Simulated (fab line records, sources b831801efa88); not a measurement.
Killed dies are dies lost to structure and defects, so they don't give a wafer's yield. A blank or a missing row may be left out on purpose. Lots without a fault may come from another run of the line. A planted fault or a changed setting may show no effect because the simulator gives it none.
Which tool did it? | flow gf180mcu | 10 lots, 30 wafers sampled, at 5 steps of a route of 602

WHAT THE GAUGES READ, wafer by wafer
GF_MIM_THK_MEAS_06. Usual: MIM_CVD_05_THK 42.0 nm, standard deviation 0.61.
lot  | measured     | on            | MIM_CVD_05_THK (nm) | flag
L272 | day 25 18:52 | film_metro-01 | 41.4 42.4 41.1      |
L274 | day 26 15:07 | film_metro-04 | 42.3 42.7 41.6      |
L276 | day 27 04:05 | film_metro-03 | 41.3 41.6 42.5      |
L277 | day 27 11:49 | film_metro-03 | 41.1 41.6 41.9      |
L279 | day 28 04:56 | film_metro-03 | 42.7 42.5 43.0      |
L280 | day 28 11:09 | film_metro-01 | 41.9 41.2 42.2      |
L281 | day 28 21:34 | film_metro-03 | 42.5 43.0 43.7      |
L285 | day 30 01:26 | film_metro-03 | 42.1 41.7 42.3      |
L286 | day 30 05:13 | film_metro-01 | 41.0 41.2 42.0      |
L290 | day 31 03:20 | film_metro-01 | 42.7 42.3 42.2      |

GF_MIM_RS_MEAS_10: measures by four-point-probe. Usual: MIM_ALCU_RS 0.1604 ohm/sq, standard deviation 0.002.
lot  | measured     | on            | MIM_ALCU_RS (ohm/sq) | flag
L272 | day 25 19:01 | film_metro-03 | 0.1585 0.1618 0.1602 |
L274 | day 26 15:16 | film_metro-03 | 0.1597 0.1608 0.1598 |
L276 | day 27 04:16 | film_metro-04 | 0.1571 0.1590 0.1596 |
L277 | day 27 11:58 | film_metro-01 | 0.1588 0.1606 0.1588 |
L279 | day 28 05:06 | film_metro-01 | 0.1601 0.1598 0.1608 |
L280 | day 28 11:19 | film_metro-03 | 0.1603 0.1821 0.1591 | OFF
L281 | day 28 21:46 | film_metro-01 | 0.1570 0.1575 0.1584 |
L285 | day 30 01:37 | film_metro-04 | 0.1605 0.1839 0.1590 | OFF
L286 | day 30 05:23 | film_metro-03 | 0.1598 0.1589 0.1598 |
L290 | day 31 03:30 | film_metro-03 | 0.1616 0.1619 0.1604 |

GF_MIM_THK_MEAS_11: measures by xrf. Usual: MIM_ALCU_THK 197.0 nm, standard deviation 2.4.
lot  | measured     | on            | MIM_ALCU_THK (nm) | flag
L272 | day 25 19:08 | film_metro-03 | 198.3 195.0 196.9 |
L274 | day 26 15:23 | film_metro-03 | 198.1 195.8 198.0 |
L276 | day 27 04:22 | film_metro-04 | 199.3 197.8 196.4 |
L277 | day 27 12:05 | film_metro-01 | 198.9 196.3 197.8 |
L279 | day 28 05:13 | film_metro-01 | 197.4 198.7 197.9 |
L280 | day 28 11:26 | film_metro-03 | 197.3 174.5 197.8 |
L281 | day 28 21:51 | film_metro-01 | 202.9 202.0 200.1 |
L285 | day 30 01:43 | film_metro-04 | 197.6 173.2 199.8 |
L286 | day 30 05:29 | film_metro-03 | 197.1 199.2 198.0 |
L290 | day 31 03:37 | film_metro-03 | 195.6 194.9 197.4 |

WHICH TOOL RAN EACH LOT (tool, then ch and the chambers of the sampled wafers, then the start)
lot  | GF_M2_STRIP_17                       | GF_MIM_SPUTTER_08
L272 | plasma_asher-03 ch 0,1, day 20 16:32 | pvd_sputter-03, day 25 18:58
L274 | plasma_asher-04 ch 0,1, day 21 14:43 | pvd_sputter-04, day 26 15:13
L276 | plasma_asher-03 ch 0,1, day 22 06:13 | pvd_sputter-03, day 27 04:10
L277 | plasma_asher-03 ch 0,1, day 22 14:49 | pvd_sputter-04, day 27 11:55
L279 | plasma_asher-02 ch 0, day 23 08:56   | pvd_sputter-03, day 28 05:03
L280 | plasma_asher-03 ch 0, day 23 17:04   | pvd_sputter-03, day 28 11:15
L281 | plasma_asher-04 ch 0,1, day 24 04:55 | pvd_sputter-01, day 28 21:40
L285 | plasma_asher-03 ch 0,1, day 25 12:37 | pvd_sputter-03, day 30 01:32
L286 | plasma_asher-02 ch 0,1, day 25 16:32 | pvd_sputter-01, day 30 05:17
L290 | plasma_asher-02 ch 0,1, day 26 17:59 | pvd_sputter-04, day 31 03:25
- GF_M2_STRIP_17: strips in O2/N2.
- GF_MIM_SPUTTER_08: material AlCu, target thk 200 nm, time 10.6 s.

WHAT THE TOOLS THEMSELVES READ (means of the sampled wafers that have a number; where no wafer has one, the mark that the record gives instead)
GF_M2_STRIP_17. Usual: chamber_pressure_mTorr 1500.1 mTorr, standard deviation 1.6; drypump_motor_current_A 5.8 A, standard deviation 0.5; heater_power_w 338 W, standard deviation 36; n2_flow_sccm 299.8 sccm, standard deviation 0.82; o2_flow_sccm 2999 sccm, standard deviation 9.1; oes_product_au 0.556 a.u., standard deviation 0.0047; strip_time_to_endpoint_s 7.85 s, standard deviation 0.043.
lot  | tool            | chamber_pressure_mTorr (mTorr) | drypump_motor_current_A (A) | heater_power_w (W) | n2_flow_sccm (sccm) | o2_flow_sccm (sccm) | oes_product_au (a.u.) | strip_time_to_endpoint_s (s) | flag
L272 | plasma_asher-03 | 1500.1                         | 5.6                         | 366                | 299.6               | 3009                | 0.561                 | 7.85                         |
L274 | plasma_asher-04 | 1500.8                         | 6.0                         | 326                | 300.1               | 3000                | 0.559                 | 7.88                         |
L276 | plasma_asher-03 | 1499.8                         | 5.6                         | 357                | 299.5               | 2992                | 0.557                 | 7.78                         |
L277 | plasma_asher-03 | 1501.1                         | 5.6                         | 363                | 299.8               | 2997                | 0.558                 | 7.82                         |
L279 | plasma_asher-02 | 1499.2                         | 6.0                         | 286                | 299.7               | 2994                | 0.554                 | 7.88                         |
L280 | plasma_asher-03 | 1501.4                         | 5.3                         | 335                | 299.9               | 2999                | 0.548                 | 7.85                         |
L281 | plasma_asher-04 | 1497.6                         | 6.0                         | 325                | 299.2               | 2996                | 0.554                 | 7.83                         |
L285 | plasma_asher-03 | 1499.7                         | 6.0                         | 385                | 300.6               | 3002                | 0.556                 | 7.84                         |
L286 | plasma_asher-02 | 1499.2                         | 6.0                         | 303                | 299.9               | 2997                | 0.561                 | 7.88                         |
L290 | plasma_asher-02 | 1500.4                         | 6.0                         | 322                | 299.5               | 3010                | 0.556                 | 7.92                         |

GF_MIM_SPUTTER_08. Usual: throttle_valve_pct 29.6 %, standard deviation 1.1.
lot  | tool           | throttle_valve_pct (%) | flag
L272 | pvd_sputter-03 | 28.6                   |
L274 | pvd_sputter-04 | 30.8                   |
L276 | pvd_sputter-03 | 28.8                   |
L277 | pvd_sputter-04 | 30.7                   |
L279 | pvd_sputter-03 | 28.2                   |
L280 | pvd_sputter-03 | 28.5                   |
L281 | pvd_sputter-01 | 29.6                   |
L285 | pvd_sputter-03 | 28.2                   |
L286 | pvd_sputter-01 | 30.6                   |
L290 | pvd_sputter-04 | 30.4                   |

THE ANSWER, worked out from the rows above alone
Rule: a lot is off if the mean of its wafers that have a number lies more than 3 standard deviations from the usual mean. A lot without any number at a reading at which 4 lots or more have one is off too. The other lots that the step has rows for count as sound. The gauges are gone through in route order, then the tools' own readings, and for those a lot's mean is taken as printed above. The first step at which some lot is off is used, and at that step the reading that is off furthest; a lot without a number counts as furthest.
Off: L280, L285, at GF_MIM_RS_MEAS_10 (MIM_ALCU_RS).
A tool fits if, at a process step before that reading, it ran every lot that is off, and no sound lot after the first of them. The gauges at GF_MIM_RS_MEAS_10 are tried like those tools. Can't be told from this: 2 tools fit, plasma_asher-03 at GF_M2_STRIP_17, pvd_sputter-03 at GF_MIM_SPUTTER_08.

WHAT THE SIMULATOR HAD PUT IN
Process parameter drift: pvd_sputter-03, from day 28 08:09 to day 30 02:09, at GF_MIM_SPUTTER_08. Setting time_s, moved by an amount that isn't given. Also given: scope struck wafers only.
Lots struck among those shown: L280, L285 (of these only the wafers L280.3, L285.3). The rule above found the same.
